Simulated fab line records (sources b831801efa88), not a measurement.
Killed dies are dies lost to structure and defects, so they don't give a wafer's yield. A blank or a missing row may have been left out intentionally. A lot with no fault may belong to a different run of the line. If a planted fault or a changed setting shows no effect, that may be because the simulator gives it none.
2 desks looking at one fault | flow gf180mcu | numbers are kept per desk, each desk with only its own; the story behind them comes last

== FOR THE TOOL OWNER'S DESK: implanter-03 ==
The tool's own readings at GF_HV_LDD_IMPLANT_21: means of the sampled wafers that have a number, for each lot that ran on this tool. A lot is out of limits, marked OUT, if its mean lies more than 4 standard deviations from the usual mean; the brackets give that distance.
Columns: A = beamOnS at GF_HV_LDD_IMPLANT_21, usual 9.98 s; B = endStationPressureTorr at GF_HV_LDD_IMPLANT_21, usual 5.23e-06 Torr; C = faradayCurrentUA at GF_HV_LDD_IMPLANT_21, usual 282
lot  | first seen here | A                | B                          | C
L355 | day 11 06:57    | 10.20            | 5.07e-06                   | 276
L359 | day 12 16:34    | 10.12            | 5.41e-06                   | 279
L360 | day 12 20:16    | 9.90             | 4.96e-06                   | 285
L362 | day 13 12:31    | 9.92             | 5.31e-06                   | 285
L369 | day 15 15:34    | 11.29 (+6.9) OUT | 5.91e-05 (+99 or more) OUT | 253 (-5.3) OUT
L370 | day 15 23:10    | 11.39 (+7.4) OUT | 6.07e-05 (+99 or more) OUT | 250 (-5.8) OUT
Finding of this desk: L369, L370 out of limits; the first was L369 at day 15 15:34, on beamOnS at GF_HV_LDD_IMPLANT_21. L355, L359, L360, L362 stayed within limits.

== AT THE METROLOGY DESK ==
Lot by lot, what the gauges showed, no matter which tool ran the lot: averages of those sampled wafers that carry a number. A lot is out of limits, marked OUT, if its mean lies more than 4 standard deviations from the usual mean; the brackets give that distance.
Columns: A = VT_IMPLANT_01_OVL at GF_VT_IMPLANT_OVL_MEAS_18, usual 1.1 nm; B = DUAL_GATE_OVL at GF_DUAL_GATE_OVL_MEAS_11, usual -0.1 nm; C = HV_LDD_2_TW at GF_HV_LDD_TW_MEAS_23, usual 1055; D = cdNm at GF_HV_LDD_CD_MEAS_31, usual 400.5 nm
lot  | first seen here | A    | B    | C    | D
L353 | day 6 07:28     | -0.2 | -0.6 | 1051 | 398.9
L355 | day 6 17:43     | -0.5 | 0.5  | 1045 | 402.8
L356 | day 7 00:28     | 0.9  | 1.8  | 1048 | 402.1
L357 | day 7 07:31     | 0.7  | -0.9 | 1048 | 403.8
L358 | day 7 16:16     | 2.3  | -0.3 | 1074 | 395.4
L359 | day 7 21:47     | 1.0  | 0.0  | 1072 | 398.1
L360 | day 8 01:31     | 2.4  | -0.5 | 1043 | 402.7
L361 | day 8 07:34     | 1.2  | -0.4 | 1069 | 399.7
L362 | day 8 14:01     | 2.0  | -0.5 | 1041 | 398.8
L363 | day 8 23:35     | 1.6  | 0.1  | 1076 | 402.7
L369 | day 10 07:13    | 0.6  | 2.1  | 1098 | 402.6
L370 | day 10 16:16    | 0.9  | -2.5 | 1098 | 402.7
L373 | day 11 12:34    | 1.3  | -0.8 | 1073 | 404.2
L375 | day 11 22:58    | 2.0  | 0.7  | 1071 | 402.5
This desk's verdict: no lot among the 14 shows anything out of limits.

== BROUGHT TOGETHER ==
At day 15 15:34, on L369, L370, the tool owner's desk was in a position to raise an alarm.
From the metrology desk's view, nothing was out of limits.
The metrology desk has L369, L370 on record, within its limits.
GF_HV_LDD_IMPLANT_21 was run on implanter-03 by each of the lots named.

== WHAT THE SIMULATOR HAD PUT IN ==
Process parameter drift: implanter-03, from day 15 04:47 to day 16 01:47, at GF_HV_LDD_IMPLANT_21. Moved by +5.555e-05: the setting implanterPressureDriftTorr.
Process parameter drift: implanter-03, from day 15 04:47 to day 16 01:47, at GF_HV_LDD_IMPLANT_21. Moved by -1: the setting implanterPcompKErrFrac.
Shown lots that were struck: L369, L370.
Delay in hours, fault start to first out-of-limits reading, by desk: the tool owner's desk at 11.
